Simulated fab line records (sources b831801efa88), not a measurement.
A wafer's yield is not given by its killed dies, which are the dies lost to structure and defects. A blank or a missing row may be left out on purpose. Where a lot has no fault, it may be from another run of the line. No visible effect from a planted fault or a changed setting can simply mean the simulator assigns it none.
Comparing a struck lot with a sound one | flow sky130 | 20 out of 708 route steps
Sound: these wafers, L708.1, L708.3, L708.6. Wafers struck: L703.2, L703.4, L703.5. The cause is given at the end.
For every step that has rows: the tool of each side, followed by ch and its chambers, followed by its first start. Under that, the readings that differ: sound wafers | struck wafers | difference of the means | sigmas: that difference in standard deviations of wafers without a fault.
alike: words and numbers the same on both sides, and readings whose means are apart by under 2 such deviations; not compared: readings that were withheld, readings missing a value for some wafer, numbers with overlapping values and no deviation given by the record, and bounds like >300 which may hide the same value.
The two part at a step that has a row with sigmas, a row that says differs or no value, or rows on one side only. Numbers that have no deviation but don't overlap get no sigmas and don't part them. Lack of a reading on every wafer of one side parts them only where that side has two or more wafers.

first, 1 step without rows for these wafers: SKY_SONOS_ONO_DEVELOP_12 (develop time 60 s).
SKY_SONOS_ONO_CD_MEAS_13 targets a cd of 410 nm.
  struck on cd sem-01, day 18 07:30; sound on cd sem-02, day 20 08:14
  reading    | sound             | struck            | difference | sigmas
  cd nm (nm) | 405.2 406.3 405.7 | 413.1 409.0 413.1 | +6.0       | +2
SKY_SONOS_ONO_OVL_MEAS_14:
  struck on overlay-01, day 18 07:36; sound on overlay-02, day 20 08:21
  alike: SONOS_ONO_OVL
SKY_SONOS_ONO_ETCH_15: etches the open film in CHF3/O2, target depth 19.52 nm, time 7.8 s.
  sound on rie diel-04 ch 0,1,2, day 20 08:23; struck on rie diel-01 ch 0,1,3, day 18 07:38
  alike: drypump motor current A, oes product au, throttle valve pct
  not compared: rf hours counter h
then, 1 step without rows for these wafers: SKY_SONOS_ONO_WET_ETCH_16 (etches SiO2 in dHF, target depth 14 nm, time 280 s).
SKY_SONOS_ONO_STRIP_17: strips in O2/N2.
  sound on plasma asher-01 ch 0,1, day 20 08:30; struck on plasma asher-03 ch 0, day 18 07:45
  alike: drypump motor current A, oes product au, strip time to endpoint s
  not compared: rf hours counter h
then, 3 steps without rows for these wafers: SKY_SONOS_ONO_WET_ETCH_18 (etches Si3N4 in H3PO4, target depth 15 nm, time 172 s); SKY_GATE_OXIDE_CLEAN_00 (cleans in SC1/SC2, time 150 s); SKY_GATE_OXIDE_OXIDATION_01 (stabilise 600 s, purge 300 s, target thk 10.268 nm).
SKY_GATE_OXIDE_THK_MEAS_02:
  struck on film metro-03, day 18 10:03; sound on film metro-03, day 20 10:30
  alike: GATE_OXIDE_OXIDATION_00_THK
then, 2 steps without rows for these wafers: SKY_GATE_OXIDE_DEHYDRATE_03 (time 60 s); SKY_GATE_OXIDE_HMDS_04 (prime time 60 s).
SKY_GATE_OXIDE_COAT_05: resist thk 1140 nm.
  struck on litho track-04, day 19 00:44; sound on litho track-04 ch 0, day 21 01:43
  no value came back on the struck wafers for chill plate temp C (C), dispense pressure kPa (kPa); on the sound wafers chill plate temp C (C) reads 23.09 23.08 23.14
then, 4 steps without rows for these wafers: SKY_GATE_OXIDE_SOFTBAKE_06 (time 60 s); SKY_GATE_OXIDE_EXPOSE_07 (exposes mask LVOM, target cd 600 nm); SKY_GATE_OXIDE_PEB_08; SKY_GATE_OXIDE_DEVELOP_09 (develop time 60 s).
SKY_GATE_OXIDE_OVL_MEAS_10:
  struck on overlay-01, day 19 15:44; sound on overlay-01, day 21 17:10
  reading             | sound       | struck | difference                    | sigmas
  GATE_OXIDE_OVL (nm) | 2.6 1.4 2.4 | - - -  | no value on the struck wafers |
after that, 1 step had no rows for these wafers: SKY_GATE_OXIDE_IMPLANT_11.
-- here the record skips 30 days between the struck wafers' starts before and after, leaving off in module GATE_OXIDE and picking up in module PAD_OPEN (first step shown: number 708 of the route) --
SKY_PAD_OPEN_PROBE_99:
  only the struck wafers here have rows in the record (prober-02, day 50 01:23); the sound ones have none

== WHERE THEY PART ==
Earliest at SKY_SONOS_ONO_CD_MEAS_13; latest, in this record, at SKY_PAD_OPEN_PROBE_99.

WHY: what had been put in by the simulator
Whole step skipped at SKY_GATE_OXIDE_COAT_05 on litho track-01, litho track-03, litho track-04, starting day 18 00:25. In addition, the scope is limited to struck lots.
